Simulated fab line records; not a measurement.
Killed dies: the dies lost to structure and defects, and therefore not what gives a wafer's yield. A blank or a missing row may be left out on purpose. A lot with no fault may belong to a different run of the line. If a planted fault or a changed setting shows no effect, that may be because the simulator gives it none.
Which of the tools did it? | flow gf180mcu | Sampling: 24 lots, 72 wafers, 6 of 602 route steps

== WHAT THE GAUGES READ, wafer by wafer ==
GF_DUAL_GATE_THK_MEAS_03.
lot  | measured     | on            | DUAL_GATE_OXIDATION_00_THK (nm)
L074 | day 7 20:57  | film metro-01 | 10.73 10.77 10.71
L075 | day 8 02:08  | film metro-01 | 11.06 10.82 11.01
L076 | day 8 08:02  | film metro-04 | 10.74 10.59 10.80
L077 | day 8 10:35  | film metro-01 | 10.67 10.61 10.71
L078 | day 9 02:06  | film metro-03 | 10.75 10.81 10.86
L079 | day 9 02:08  | film metro-01 | 11.29 11.16 11.16
L080 | day 9 07:31  | film metro-01 | 10.70 10.80 10.70
L081 | day 9 17:18  | film metro-04 | 10.52 10.62 10.80
L082 | day 9 22:22  | film metro-01 | 11.10 10.96 10.90
L083 | day 10 10:28 | film metro-01 | 10.83 11.19 10.94
L084 | day 10 14:29 | film metro-04 | 10.88 11.06 10.98
L085 | day 10 23:33 | film metro-03 | 11.12 11.02 10.98
L086 | day 11 00:05 | film metro-01 | 10.79 11.02 10.85
L087 | day 11 11:38 | film metro-04 | 10.80 10.96 10.86
L088 | day 11 19:12 | film metro-04 | 10.90 10.93 10.87
L089 | day 12 03:03 | film metro-03 | 11.05 11.13 11.17
L090 | day 12 06:11 | film metro-03 | 11.24 11.13 10.98
L091 | day 12 15:46 | film metro-01 | 10.85 10.98 11.03
L092 | day 12 18:44 | film metro-01 | 10.68 10.72 10.73
L093 | day 13 02:17 | film metro-04 | 11.23 11.15 11.10
L094 | day 13 10:38 | film metro-04 | 11.36 11.50 11.16
L095 | day 13 15:35 | film metro-01 | 10.99 11.08 11.20
L096 | day 14 00:23 | film metro-01 | 11.02 11.20 11.20
L097 | day 14 04:46 | film metro-01 | 11.15 11.15 11.00

GF_V1_RS_MEAS_24: uses a four-point probe to measure.
lot  | measured     | on            | V1_W_RS (ohm/sq)
L074 | day 18 09:52 | film metro-01 | 0.338 0.341 0.338
L075 | day 18 16:02 | film metro-01 | 0.333 0.334 0.319
L076 | day 19 05:34 | film metro-01 | 0.319 0.328 0.323
L077 | day 19 07:35 | film metro-01 | 0.322 0.334 0.316
L078 | day 20 08:33 | film metro-01 | 0.335 0.329 0.327
L079 | day 20 04:54 | film metro-01 | 0.324 0.324 0.344
L080 | day 20 13:02 | film metro-03 | 0.327 0.326 0.326
L081 | day 20 21:49 | film metro-03 | 0.330 0.324 0.333
L082 | day 21 05:50 | film metro-01 | 0.325 0.321 0.347
L083 | day 21 23:43 | film metro-04 | 0.342 0.343 0.321
L084 | day 22 06:28 | film metro-04 | 0.321 0.345 0.344
L085 | day 22 15:52 | film metro-04 | 0.344 0.320 0.343
L086 | day 22 18:52 | film metro-03 | 0.342 0.343 0.321
L087 | day 23 09:41 | film metro-01 | 0.321 0.324 0.323
L088 | day 23 18:16 | film metro-03 | 0.341 0.338 0.315
L089 | day 24 03:01 | film metro-01 | 0.348 0.350 0.344
L090 | day 24 03:41 | film metro-04 | 0.343 0.326 0.338
L091 | day 24 14:27 | film metro-03 | 0.328 0.336 0.331
L092 | day 24 21:47 | film metro-04 | 0.338 0.322 0.320
L093 | day 25 03:28 | film metro-01 | 0.328 0.327 0.323
L094 | day 25 16:19 | film metro-03 | 0.333 0.315 0.310
L095 | day 25 16:40 | film metro-01 | 0.330 0.326 0.330
L096 | day 26 01:46 | film metro-01 | 0.326 0.331 0.331
L097 | day 26 04:53 | film metro-01 | 0.326 0.332 0.325

GF_M3_CD_MEAS_14: the cd target is 280 nm.
lot  | measured     | on        | cd nm (nm)
L074 | day 21 14:40 | cd sem-02 | 281.6 281.8 280.4
L075 | day 21 20:41 | cd sem-02 | 279.5 279.0 279.0
L076 | day 22 09:42 | cd sem-01 | 278.9 279.4 279.6
L077 | day 22 11:55 | cd sem-02 | 280.3 279.2 279.9
L078 | day 23 11:52 | cd sem-02 | 280.1 280.3 280.3
L079 | day 23 07:43 | cd sem-02 | 281.8 281.9 282.6
L080 | day 23 14:08 | cd sem-01 | 279.5 281.0 279.6
L081 | day 24 03:32 | cd sem-02 | 277.7 279.0 277.6
L082 | day 24 07:07 | cd sem-01 | 279.8 279.5 280.2
L083 | day 24 23:47 | cd sem-02 | 279.3 279.6 279.9
L084 | day 25 06:31 | cd sem-01 | 280.4 280.0 280.4
L085 | day 25 13:24 | cd sem-02 | 280.8 280.4 279.7
L086 | day 25 17:19 | cd sem-02 | 278.1 277.2 278.0
L087 | day 26 07:54 | cd sem-01 | 282.0 280.6 281.2
L088 | day 26 16:03 | cd sem-02 | 282.0 281.7 281.4
L089 | day 26 23:05 | cd sem-02 | 276.8 277.4 276.6
L090 | day 27 00:43 | cd sem-02 | 279.3 278.4 278.6
L091 | day 27 09:40 | cd sem-01 | 281.3 281.5 282.4
L092 | day 27 16:46 | cd sem-02 | 279.5 280.0 279.5
L093 | day 27 22:34 | cd sem-02 | 281.0 280.3 280.9
L094 | day 28 09:04 | cd sem-01 | 278.6 280.8 280.0
L095 | day 28 09:26 | cd sem-02 | 280.6 280.3 279.0
L096 | day 28 17:32 | cd sem-01 | 280.6 280.7 280.2
L097 | day 28 20:38 | cd sem-02 | 279.8 279.8 279.5

GF_M4_RS_MEAS_05: uses a four-point probe to measure.
lot  | measured     | on            | M4_ALCU_RS (ohm/sq)
L074 | day 22 17:27 | film metro-01 | 0.0688 0.0698 0.0693
L075 | day 22 23:31 | film metro-02 | 0.0677 0.0692 0.0675
L076 | day 23 11:12 | film metro-01 | 0.0695 0.0697 0.0692
L077 | day 23 14:11 | film metro-02 | 0.0693 0.0694 0.0698
L078 | day 24 13:26 | film metro-01 | 0.0685 0.0683 0.0681
L079 | day 24 09:33 | film metro-01 | 0.0688 0.0680 0.0681
L080 | day 24 16:06 | film metro-01 | 0.0693 0.0682 0.0712
L081 | day 25 04:47 | film metro-01 | 0.0692 0.0691 0.0691
L082 | day 25 09:14 | film metro-04 | 0.0711 0.0702 0.0703
L083 | day 26 00:44 | film metro-04 | 0.0695 0.0693 0.0688
L084 | day 26 07:28 | film metro-01 | 0.0686 0.0679 0.0687
L085 | day 26 13:18 | film metro-01 | 0.0692 0.0707 0.0694
L086 | day 26 17:28 | film metro-02 | 0.0683 0.0692 0.0683
L087 | day 27 07:55 | film metro-01 | 0.0704 0.0688 0.0706
L088 | day 27 16:08 | film metro-04 | 0.0681 0.0686 0.0693
L089 | day 27 22:28 | film metro-04 | 0.0692 0.0707 0.0687
L090 | day 28 00:14 | film metro-01 | 0.0685 0.0697 0.0697
L091 | day 28 08:59 | film metro-02 | 0.0703 0.0708 0.0700
L092 | day 28 16:04 | film metro-01 | 0.0683 0.0695 0.0692
L093 | day 28 21:15 | film metro-04 | 0.0706 0.0701 0.0707
L094 | day 29 07:56 | film metro-02 | 0.0716 0.0712 0.0711
L095 | day 29 08:19 | film metro-04 | 0.0697 0.0684 0.0688
L096 | day 29 16:07 | film metro-02 | 0.0689 0.0679 0.0679
L097 | day 29 18:59 | film metro-04 | 0.0697 0.0698 0.0697

== TOOL THAT RAN EACH LOT (tool first, then ch and the chambers of the sampled wafers, then the start) ==
lot  | GF_V1_ETCH_17                                 | GF_V3_STRIP_18
L074 | rie diel-04 ch 0,2,3, day 18 09:52 or earlier | plasma asher-03 ch 0,1, day 22 16:00
L075 | rie diel-01 ch 0,2, day 18 16:02 or earlier   | plasma asher-02 ch 1, day 22 22:03
L076 | rie diel-02 ch 0,2,3, day 19 05:34 or earlier | plasma asher-02 ch 0,1, day 23 09:45
L077 | rie diel-02 ch 0,1, day 19 07:35 or earlier   | plasma asher-02 ch 0,1, day 23 12:44
L078 | rie diel-01 ch 1,2,3, day 20 08:33 or earlier | plasma asher-01 ch 0,1, day 24 11:59
L079 | rie diel-02 ch 0,1,3, day 20 04:54 or earlier | plasma asher-03 ch 0,1, day 24 08:03
L080 | rie diel-02 ch 0,1,2, day 20 13:02 or earlier | plasma asher-03 ch 0,1, day 24 14:38
L081 | rie diel-02 ch 1,3, day 20 21:49 or earlier   | plasma asher-01 ch 1, day 25 03:19
L082 | rie diel-01 ch 0,1,3, day 21 05:50 or earlier | plasma asher-01 ch 0,1, day 25 07:19
L083 | rie diel-02 ch 0,1,2, day 21 23:43 or earlier | plasma asher-01 ch 0,1, day 25 23:17
L084 | rie diel-02 ch 2,3, day 22 06:28 or earlier   | plasma asher-01 ch 0,1, day 26 05:59
L085 | rie diel-04 ch 0,1, day 22 15:52 or earlier   | plasma asher-02 ch 0,1, day 26 11:49
L086 | rie diel-01 ch 0,1,2, day 22 18:52 or earlier | plasma asher-02 ch 0,1, day 26 16:01
L087 | rie diel-04 ch 1,2, day 23 09:41 or earlier   | plasma asher-01 ch 0,1, day 27 06:26
L088 | rie diel-01 ch 0,1,3, day 23 18:16 or earlier | plasma asher-01 ch 0,1, day 27 14:41
L089 | rie diel-04 ch 0,2,3, day 24 03:01 or earlier | plasma asher-01 ch 0,1, day 27 20:59
L090 | rie diel-02 ch 0,1,3, day 24 03:41 or earlier | plasma asher-01 ch 0,1, day 27 22:46
L091 | rie diel-02 ch 1,2,3, day 24 14:27 or earlier | plasma asher-03 ch 0, day 28 07:29
L092 | rie diel-02 ch 0,1,2, day 24 21:47 or earlier | plasma asher-02 ch 0,1, day 28 14:29
L093 | rie diel-02 ch 0,1,3, day 25 03:28 or earlier | plasma asher-02 ch 0,1, day 28 19:45
L094 | rie diel-04 ch 0,1,2, day 25 16:19 or earlier | plasma asher-02 ch 0,1, day 29 06:29
L095 | rie diel-01 ch 1,2,3, day 25 16:40 or earlier | plasma asher-03 ch 0,1, day 29 06:50
L096 | rie diel-02 ch 0,2,3, day 26 01:46 or earlier | plasma asher-02 ch 0,1, day 29 14:38
L097 | rie diel-04 ch 2,3, day 26 04:53 or earlier   | plasma asher-02 ch 0,1, day 29 17:31
- GF_V1_ETCH_17: etches SiO2 in C4F8/O2/Ar, stops on TiN, target depth 630 nm.
- GF_V3_STRIP_18: strips in O2/N2.

== AS READ BY THE TOOLS THEMSELVES (means over the sampled wafers that have a number; for cases with no such wafer, the mark the record gives instead) ==
GF_V1_ETCH_17.
lot  | tool        | oes product au (a.u.)
L074 | rie diel-04 | 0.854
L075 | rie diel-01 | 0.853
L076 | rie diel-02 | 0.852
L077 | rie diel-02 | 0.859
L078 | rie diel-01 | 0.855
L079 | rie diel-02 | 0.858
L080 | rie diel-02 | 0.857
L081 | rie diel-02 | 0.855
L082 | rie diel-01 | 0.858
L083 | rie diel-02 | 0.856
L084 | rie diel-02 | 0.856
L085 | rie diel-04 | 0.859
L086 | rie diel-01 | 0.856
L087 | rie diel-04 | 0.856
L088 | rie diel-01 | 0.858
L089 | rie diel-04 | 0.857
L090 | rie diel-02 | 0.855
L091 | rie diel-02 | 0.855
L092 | rie diel-02 | 0.852
L093 | rie diel-02 | 0.860
L094 | rie diel-04 | 0.859
L095 | rie diel-01 | 0.852
L096 | rie diel-02 | 0.855
L097 | rie diel-04 | 0.857

GF_V3_STRIP_18.
lot  | tool            | drypump motor current A (A) | heater power w (W) | oes product au (a.u.)
L074 | plasma asher-03 | 5.8                         | 338                | 0.596
L075 | plasma asher-02 | 6.2                         | 294                | 0.590
L076 | plasma asher-02 | 6.3                         | 307                | 0.594
L077 | plasma asher-02 | 6.2                         | 305                | 0.589
L078 | plasma asher-01 | 5.4                         | 345                | 0.591
L079 | plasma asher-03 | 5.8                         | 340                | 0.595
L080 | plasma asher-03 | 5.7                         | 346                | 0.593
L081 | plasma asher-01 | 5.7                         | 354                | 0.592
L082 | plasma asher-01 | 5.2                         | 333                | 0.591
L083 | plasma asher-01 | 5.2                         | 335                | 0.590
L084 | plasma asher-01 | 5.2                         | 338                | 0.589
L085 | plasma asher-02 | 6.3                         | 304                | 0.595
L086 | plasma asher-02 | 6.2                         | 300                | 0.596
L087 | plasma asher-01 | 5.5                         | 343                | 0.592
L088 | plasma asher-01 | 5.5                         | 347                | 0.589
L089 | plasma asher-01 | 5.4                         | 345                | 0.589
L090 | plasma asher-01 | 5.2                         | 333                | 0.591
L091 | plasma asher-03 | 5.9                         | 328                | 0.588
L092 | plasma asher-02 | 6.2                         | 302                | 0.587
L093 | plasma asher-02 | 6.3                         | 297                | 0.592
L094 | plasma asher-02 | 6.3                         | 304                | 0.594
L095 | plasma asher-03 | 5.7                         | 343                | 0.596
L096 | plasma asher-02 | 6.3                         | 307                | 0.593
L097 | plasma asher-02 | 6.3                         | 301                | 0.588

== THE ANSWER, worked out from the rows above alone ==
Rule: usual is defined by the lots themselves. Put in order of their means at a reading, lots are off if they are a third of the lots or fewer, leave a main group of 4 or more, and stand apart from it by a gap of 3 or more times the standard deviation of the main group's means; of several such gaps the widest counts. A main group is skipped when, at the precision printed for the reading in the tables above, its means are all equal. A lot without any number at a reading at which 4 lots or more have one is off too. All remaining lots with rows at the step are treated as sound. Order of review: gauges by route order, followed by the tools' own readings, for which a lot's mean as printed above is used. At the first step where some lot is off, the reading lying furthest off is the one used; lots without a number count as furthest.
None of the lots is off at any reading shown; this tells nothing.

== WHAT THE SIMULATOR HAD INSERTED ==
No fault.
